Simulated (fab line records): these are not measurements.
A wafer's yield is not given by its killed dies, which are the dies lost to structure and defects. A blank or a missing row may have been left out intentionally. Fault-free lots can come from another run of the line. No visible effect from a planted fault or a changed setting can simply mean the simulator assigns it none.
What tool caused it? -- flow sky130 -- 36 wafers from 12 lots sampled at 4 of the route's 708 steps

WHAT EACH GAUGE READ, for each wafer
SKY_VT_ADJUST_HVTR_TW_MEAS_11.
lot,measured,on,VT_ADJUST_HVTR_TW
L249,day 9 11:37,film metro-02,213.5 212.3 213.7
L250,day 9 19:08,film metro-02,212.4 211.0 212.5
L252,day 10 08:46,film metro-04,212.5 212.5 211.7
L253,day 11 01:52,film metro-02,213.3 212.6 214.0
L254,day 11 02:08,film metro-01,213.4 214.1 213.6
L255,day 11 09:26,film metro-01,213.8 213.9 213.5
L258,day 12 06:39,film metro-04,211.9 212.3 212.3
L260,day 12 09:07,film metro-04,211.9 211.1 211.2
L262,day 13 11:55,film metro-04,211.3 211.7 211.7
L264,day 13 17:55,film metro-04,201.8 201.8 202.4
L265,day 14 14:11,film metro-04,202.1 201.1 200.6
L272,day 17 01:15,film metro-01,215.9 214.6 215.1

SKY_LDD_N_OVL_MEAS_07.
lot,measured,on,LDD_N_OVL (nm)
L249,day 17 16:46,overlay-02,1.0 -0.8 1.5
L250,day 18 01:57,overlay-01,0.5 1.3 1.2
L252,day 18 20:17,overlay-02,-1.1 -2.1 -1.4
L253,day 19 13:50,overlay-01,0.8 -1.1 0.1
L254,day 19 21:02,overlay-01,0.5 0.7 -0.6
L255,day 20 00:23,overlay-02,0.5 0.3 -0.6
L258,day 21 11:44,overlay-01,1.4 0.1 -0.7
L260,day 21 12:23,overlay-01,0.4 0.9 1.4
L262,day 22 15:09,overlay-02,-2.4 -3.2 -2.8
L264,day 22 23:46,overlay-01,-0.3 -0.6 -0.8
L265,day 23 20:23,overlay-02,0.3 0.2 0.2
L272,day 26 12:17,overlay-01,-1.9 -0.3 -0.6

SKY_LDD_P_OVL_MEAS_08.
lot,measured,on,LDD_P_OVL (nm)
L249,day 19 00:38,overlay-02,0.6 -0.1 1.5
L250,day 19 10:02,overlay-02,2.3 1.3 0.3
L252,day 20 05:15,overlay-02,1.3 0.4 1.6
L253,day 20 21:34,overlay-01,0.7 1.9 -0.5
L254,day 21 05:22,overlay-01,1.8 0.8 0.9
L255,day 21 08:30,overlay-02,0.1 -0.7 -1.2
L258,day 22 19:25,overlay-01,2.5 2.2 1.6
L260,day 22 20:13,overlay-02,1.3 1.7 1.9
L262,day 23 22:11,overlay-02,0.3 1.3 0.1
L264,day 24 06:47,overlay-01,-1.4 -1.0 -0.5
L265,day 25 03:43,overlay-01,1.3 0.5 -1.0
L272,day 27 18:40,overlay-01,-0.6 1.5 -0.3

WHAT TOOL EACH LOT RAN ON (gives the tool, then ch and the chambers of the sampled wafers, and finally the start)
lot,SKY_VT_ADJUST_HVTR_IMPLANT_09
L249,"implanter-02 ch 0, day 9 11:25"
L250,"implanter-01 ch 0, day 9 18:55"
L252,"implanter-04 ch 0, day 10 08:31"
L253,"implanter-04 ch 0, day 11 01:38"
L254,"implanter-02 ch 0, day 11 01:53"
L255,"implanter-04 ch 0, day 11 09:11"
L258,"implanter-01 ch 0, day 12 06:24"
L260,"implanter-01 ch 0, day 12 08:52"
L262,"implanter-04 ch 0, day 13 11:41"
L264,"implanter-04 ch 0, day 13 17:43"
L265,"implanter-04 ch 0, day 14 13:58"
L272,"implanter-02 ch 0, day 17 01:00"
- SKY_VT_ADJUST_HVTR_IMPLANT_09

WHAT THE TOOLS THEMSELVES READ (means of the sampled wafers that have a number; where no wafer has one, the mark that the record gives instead)
SKY_VT_ADJUST_HVTR_IMPLANT_09.
lot,tool,beam on s (s),faraday current uA
L249,implanter-02,9.96,11.87
L250,implanter-01,9.92,11.96
L252,implanter-04,9.90,11.92
L253,implanter-04,10.10,11.75
L254,implanter-02,10.06,11.79
L255,implanter-04,9.95,11.90
L258,implanter-01,10.12,11.72
L260,implanter-01,9.88,11.96
L262,implanter-04,10.05,11.79
L264,implanter-04,8.35,14.16
L265,implanter-04,8.45,14.01
L272,implanter-02,10.07,11.78

THE ANSWER, worked out from the rows above alone
Rule: usual is defined by the lots themselves. The widest of any qualifying gaps counts: lots, ordered by their means at a reading, are off when they make up no more than a third of the lots, leave a main group of 4 or more, and stand apart from it by 3 or more times the standard deviation of that group's means. If all means in a main group match to the digits the tables above print for the reading, that group is not used. A lot without any number at a reading at which 4 lots or more have one is off too. The other lots that the step has rows for count as sound. The gauges are gone through in route order, then the tools' own readings, and for those a lot's mean is taken as printed above. The first step at which some lot is off is used, and at that step the reading that is off furthest; a lot without a number counts as furthest.
Off: L264, L265, seen at SKY_VT_ADJUST_HVTR_TW_MEAS_11 (VT_ADJUST_HVTR_TW). Main group: mean 212.8, sd 1.1.
A tool fits if, at a process step before that reading, it ran every lot that is off, and no sound lot after the first of them. The gauges at SKY_VT_ADJUST_HVTR_TW_MEAS_11 aren't tried: what is off there is off at SKY_VT_ADJUST_HVTR_IMPLANT_09 too, on other tools, and a gauge's error can't cause that. One fits: SKY_VT_ADJUST_HVTR_IMPLANT_09 on implanter-04. A fault onset in the window from L262 (day 13 11:41, its last sound lot) to L264 (day 13 17:43, its first lot off) fits.
The tool's own readings at SKY_VT_ADJUST_HVTR_IMPLANT_09 bear it out: on the lots that are off they differ by more than 5 times the standard deviation of the sound lots' means. beam on s reads 8.40 s there against 10.00 s on the sound lots; faraday current uA reads 14.09 there against 11.84 on the sound lots.

WHAT HAD BEEN PUT IN BY THE SIMULATOR
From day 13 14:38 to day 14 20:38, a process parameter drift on implanter-04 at SKY_VT_ADJUST_HVTR_IMPLANT_09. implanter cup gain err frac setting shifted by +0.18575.
Struck lots among those shown: L264, L265. Same finding as the rule above.
